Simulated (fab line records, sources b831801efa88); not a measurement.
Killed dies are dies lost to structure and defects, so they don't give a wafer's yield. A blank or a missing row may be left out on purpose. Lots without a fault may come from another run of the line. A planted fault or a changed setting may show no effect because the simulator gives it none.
A struck lot beside a sound one | flow gf180mcu | 30 steps out of a route of 602
Sound: wafers L358.1, L358.3, L358.5. Struck: wafers L363.1, L363.2, L363.3. The cause comes at the end.
At each step with rows: each side's tool, then ch and its chambers, then its first start. Under that, the readings that differ: sound wafers | struck wafers | difference of the means | sigmas: that difference in standard deviations of wafers without a fault.
alike: readings whose means differ by less than 2 such deviations, and words and numbers that are the same on both sides. not compared: withheld readings, readings that some wafer has no value for, bounds like >300 that may hide the same value, and numbers for which the record gives no deviation and whose values overlap.
The two part at a step that has a row with sigmas, a row that says differs or no value, or rows on one side only. Numbers that don't overlap but have no deviation are shown without sigmas and don't part them. A reading that every wafer of one side lacks parts them only if that side has two wafers or more.

GF_STI_BOW_MEAS_00:
  sound on film_metro-02, day 1 10:00; struck on film_metro-01, day 2 11:00
  alike: INCOMING_BOW
GF_STI_OXIDATION_01: stabilise 600 s, purge 300 s, target thk 10 nm.
  sound on furnace-01 ch 0, day 1 10:07; struck on furnace-02 ch 0, day 2 13:47
  reading               | sound             | struck            | difference | sigmas
  spike_tc_centre_C (C) | 899.7 898.9 898.6 | 902.6 902.5 901.2 | +3.0       | +3
GF_STI_THK_MEAS_02:
  sound on film_metro-01, day 1 11:31; struck on film_metro-01, day 2 15:11
  reading                | sound             | struck            | difference | sigmas
  STI_OXIDATION_THK (nm) | 10.28 10.10 10.18 | 16.51 16.52 16.50 | +6.32      | +30
then, 1 step without rows for these wafers: GF_STI_CVD_03 (deposits Si3N4 from DCS/NH3, target thk 207.16 nm, time 3551 s).
GF_STI_THK_MEAS_04:
  sound on film_metro-02, day 1 14:33; struck on film_metro-01, day 2 17:14
  alike: STI_CVD_03_THK
then, 7 steps without rows for these wafers: GF_STI_DEHYDRATE_05 (time 60 s); GF_STI_HMDS_06 (prime time 60 s); GF_STI_COAT_07 (resist thk 700 nm); GF_STI_SOFTBAKE_08 (time 60 s); GF_STI_EXPOSE_09 (exposes mask COMP, target cd 220 nm); GF_STI_PEB_10 (peb time 90 s); GF_STI_DEVELOP_11 (develop time 60 s).
GF_STI_CD_MEAS_12: target cd 220 nm.
  sound on cd_sem-02, day 2 01:16; struck on cd_sem-02, day 3 03:23
  alike: cd_nm
GF_STI_ETCH_13: etches the open film in CHF3/O2, stops on Si, target depth 282.31 nm, time 112.9 s.
  sound on rie_diel-04 ch 0,1,3, day 2 01:23; struck on rie_diel-01 ch 1,2,3, day 3 03:30
  alike: drypump_motor_current_A, oes_product_au, throttle_valve_pct
  not compared: rf_hours_counter_h
GF_STI_ETCH_14: etches Si in HBr/Cl2/O2, target depth 360 nm, time 102.9 s.
  sound on rie_si-02 ch 1,2, day 2 01:28; struck on rie_si-01 ch 0,1,3, day 3 03:35
  alike: drypump_motor_current_A, oes_product_au, throttle_valve_pct
  not compared: rf_hours_counter_h
GF_STI_STRIP_15: strips in O2/N2.
  sound on plasma_asher-04 ch 0,1, day 2 01:34; struck on plasma_asher-01 ch 0,1, day 3 03:39
  alike: drypump_motor_current_A, heater_power_w, oes_product_au, strip_time_to_endpoint_s
  not compared: rf_hours_counter_h
then, 6 steps without rows for these wafers: GF_STI_CLEAN_16 (cleans in dHF, time 25 s); GF_STI_WET_ETCH_17 (etches Si3N4 in H3PO4, target depth 45 nm, time 514 s); GF_STI_CLEAN_18 (cleans in SC1/SC2, time 150 s); GF_STI_CLEAN_19 (cleans in dHF, time 20 s); GF_STI_WET_ETCH_20 (etches SiO2 in dHF, target depth 20 nm, time 400 s); GF_STI_OXIDATION_21 (stabilise 600 s, purge 300 s, target thk 15 nm).
GF_STI_THK_MEAS_22:
  sound on film_metro-04, day 2 04:13; struck on film_metro-04, day 3 05:55
  alike: STI_OXIDATION_01_THK
then, 1 step without rows for these wafers: GF_STI_CVD_23 (deposits SiO2, target thk 650 nm, time 108.3 s).
GF_STI_THK_MEAS_24:
  sound on film_metro-02, day 2 04:22; struck on film_metro-02, day 3 06:03
  reading             | sound       | struck      | difference | sigmas
  STI_CVD_23_THK (nm) | 636 644 632 | 656 665 651 | +20        | +3
GF_STI_CMP_25: polishes, stops on Si3N4, t overpolish 33 s, target thk 524.6 nm.
  sound on cmp-01 ch 0,1,3, day 2 04:25; struck on cmp-02 ch 0,1,2, day 3 06:07
  alike: motor_current_A, overpolish_run_s, slurry_flow_ml_min, time_to_endpoint_s
then, 1 step without rows for these wafers: GF_STI_WET_ETCH_26 (etches SiO2 in dHF, target depth 94 nm, time 188 s).
GF_STI_WET_ETCH_27: etches Si3N4 in H3PO4, target depth 160 nm, time 1825 s.
  sound on wet_bench-04 ch 0, day 2 04:50; struck on wet_bench-01 ch 3, day 3 06:29
  reading                                    | sound            | struck           | difference | sigmas
  model.SiO2_of_STI_OXIDATION_01.thk_nm (nm) | 10.15 10.06 10.1 | 16.44 16.43 16.4 | +6.32      |
  alike: bath_guard_temp_C
then, 1 step without rows for these wafers: GF_STI_WET_ETCH_28 (etches SiO2 in dHF, target depth 20 nm, time 40 s).
GF_PASSIVATION_PROBE_99:
  the record has rows for the sound wafers here (prober-01, day 29 02:50) and none for the struck ones

WHERE THEY PART
First at GF_STI_OXIDATION_01; last, within this record, at GF_PASSIVATION_PROBE_99.

WHY: what the simulator had put in
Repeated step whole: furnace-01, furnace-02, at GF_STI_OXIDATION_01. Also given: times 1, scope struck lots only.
